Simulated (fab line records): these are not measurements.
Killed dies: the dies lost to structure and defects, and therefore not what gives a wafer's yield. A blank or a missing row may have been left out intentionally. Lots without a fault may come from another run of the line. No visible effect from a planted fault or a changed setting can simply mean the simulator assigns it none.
The tool behind it: which one? :: flow gf180mcu :: 11 lots, 33 wafers sampled, at 4 steps of a route of 602

WHAT EACH GAUGE READ, for each wafer
GF_PSD_RS_MEAS_14: measures by four-point-probe.
lot: L540
measured: day 15 22:03
on: film_metro-03
NSD_RS (ohm/sq): 46.07 46.00 46.01

lot: L541
measured: day 16 10:28
on: film_metro-01
NSD_RS (ohm/sq): 45.88 45.90 45.88

lot: L543
measured: day 17 02:01
on: film_metro-04
NSD_RS (ohm/sq): 46.12 45.97 46.08

lot: L545
measured: day 17 18:19
on: film_metro-01
NSD_RS (ohm/sq): 45.81 45.99 45.98

lot: L549
measured: day 19 02:53
on: film_metro-04
NSD_RS (ohm/sq): 44.66 44.71 44.73 44.74 44.71 44.57

lot: L551
measured: day 19 19:31
on: film_metro-01
NSD_RS (ohm/sq): 44.67 44.65 44.61 44.71 44.66 44.76

lot: L556
measured: day 21 10:44
on: film_metro-01
NSD_RS (ohm/sq): 45.94 46.01 45.87

lot: L558
measured: day 22 01:35
on: film_metro-03
NSD_RS (ohm/sq): 45.98 46.00 45.95

lot: L560
measured: day 22 15:34
on: film_metro-04
NSD_RS (ohm/sq): 45.94 45.97 46.07

lot: L561
measured: day 23 00:46
on: film_metro-01
NSD_RS (ohm/sq): 46.05 45.99 45.92

lot: L563
measured: day 23 14:29
on: film_metro-04
NSD_RS (ohm/sq): 46.12 45.98 45.96

WHAT TOOL EACH LOT RAN ON (gives the tool, then ch and the chambers of the sampled wafers, and finally the start)
lot: L540
GF_POLY_GATE_ETCH_13: rie_si-01 ch 0,2,3, day 10 04:49
GF_NSD_IMPLANT_09: implanter-02 ch 0, day 14 22:01
GF_NSD_STRIP_11: plasma_asher-03 ch 0,1, day 14 22:18

lot: L541
GF_POLY_GATE_ETCH_13: rie_si-02 ch 2,3, day 10 17:11
GF_NSD_IMPLANT_09: implanter-02 ch 0, day 15 10:57
GF_NSD_STRIP_11: plasma_asher-04 ch 0,1, day 15 11:14

lot: L543
GF_POLY_GATE_ETCH_13: rie_si-01 ch 3, day 11 05:14
GF_NSD_IMPLANT_09: implanter-02 ch 0, day 16 01:49
GF_NSD_STRIP_11: plasma_asher-03 ch 0,1, day 16 02:07

lot: L545
GF_POLY_GATE_ETCH_13: rie_si-02 ch 0,1,2, day 11 22:24
GF_NSD_IMPLANT_09: implanter-04 ch 0, day 16 18:12
GF_NSD_STRIP_11: plasma_asher-01 ch 0,1, day 16 18:30

lot: L549
GF_POLY_GATE_ETCH_13: rie_si-02 ch 1,2, day 13 02:02
GF_NSD_IMPLANT_09: implanter-02 ch 0, day 18 02:07
GF_NSD_STRIP_11: plasma_asher-03 ch 0,1, day 18 02:25

lot: L551
GF_POLY_GATE_ETCH_13: rie_si-02 ch 0,1, day 13 15:05
GF_NSD_IMPLANT_09: implanter-02 ch 0, day 18 18:01
GF_NSD_STRIP_11: plasma_asher-01 ch 0,1, day 18 18:19

lot: L556
GF_POLY_GATE_ETCH_13: rie_si-01 ch 0,1,2, day 14 23:20
GF_NSD_IMPLANT_09: implanter-03 ch 0, day 20 08:52
GF_NSD_STRIP_11: plasma_asher-04 ch 0,1, day 20 09:09

lot: L558
GF_POLY_GATE_ETCH_13: rie_si-01 ch 1,2, day 15 15:15
GF_NSD_IMPLANT_09: implanter-03 ch 0, day 20 23:25
GF_NSD_STRIP_11: plasma_asher-03 ch 0,1, day 20 23:41

lot: L560
GF_POLY_GATE_ETCH_13: rie_si-01 ch 1,2,3, day 16 04:58
GF_NSD_IMPLANT_09: implanter-02 ch 0, day 21 13:40
GF_NSD_STRIP_11: plasma_asher-03 ch 0,1, day 21 13:58

lot: L561
GF_POLY_GATE_ETCH_13: rie_si-02 ch 1,2,3, day 16 12:08
GF_NSD_IMPLANT_09: implanter-02 ch 0, day 21 23:17
GF_NSD_STRIP_11: plasma_asher-03 ch 0,1, day 21 23:35

lot: L563
GF_POLY_GATE_ETCH_13: rie_si-02 ch 0,1,2, day 17 00:47
GF_NSD_IMPLANT_09: implanter-02 ch 0, day 22 13:34
GF_NSD_STRIP_11: plasma_asher-04 ch 0,1, day 22 13:52
- GF_POLY_GATE_ETCH_13: etches poly-Si in HBr/Cl2, stops on SiO2, target depth 198.5 nm, time 69.6 s.
- GF_NSD_IMPLANT_09
- GF_NSD_STRIP_11: strips in O2/N2.

THE ANSWER, worked out from the rows above alone
Rule: the lots themselves supply what counts as usual. The widest of any qualifying gaps counts: lots, ordered by their means at a reading, are off when they make up no more than a third of the lots, leave a main group of 4 or more, and stand apart from it by 3 or more times the standard deviation of that group's means. A main group whose means are all the same, to the digits that the tables above print for the reading, isn't used. Also off: a lot with no number at a reading for which 4 or more lots have one. All remaining lots with rows at the step are treated as sound.
Off: at GF_PSD_RS_MEAS_14 (NSD_RS), L549, L551. The main group: mean 45.98 ohm/sq, standard deviation 0.051.
A tool fits if, at a process step before that reading, it ran every lot that is off, and no sound lot after the first of them. The gauges at GF_PSD_RS_MEAS_14 are tried like those tools. No candidate that was tried fits.

WHAT THE SIMULATOR PUT IN
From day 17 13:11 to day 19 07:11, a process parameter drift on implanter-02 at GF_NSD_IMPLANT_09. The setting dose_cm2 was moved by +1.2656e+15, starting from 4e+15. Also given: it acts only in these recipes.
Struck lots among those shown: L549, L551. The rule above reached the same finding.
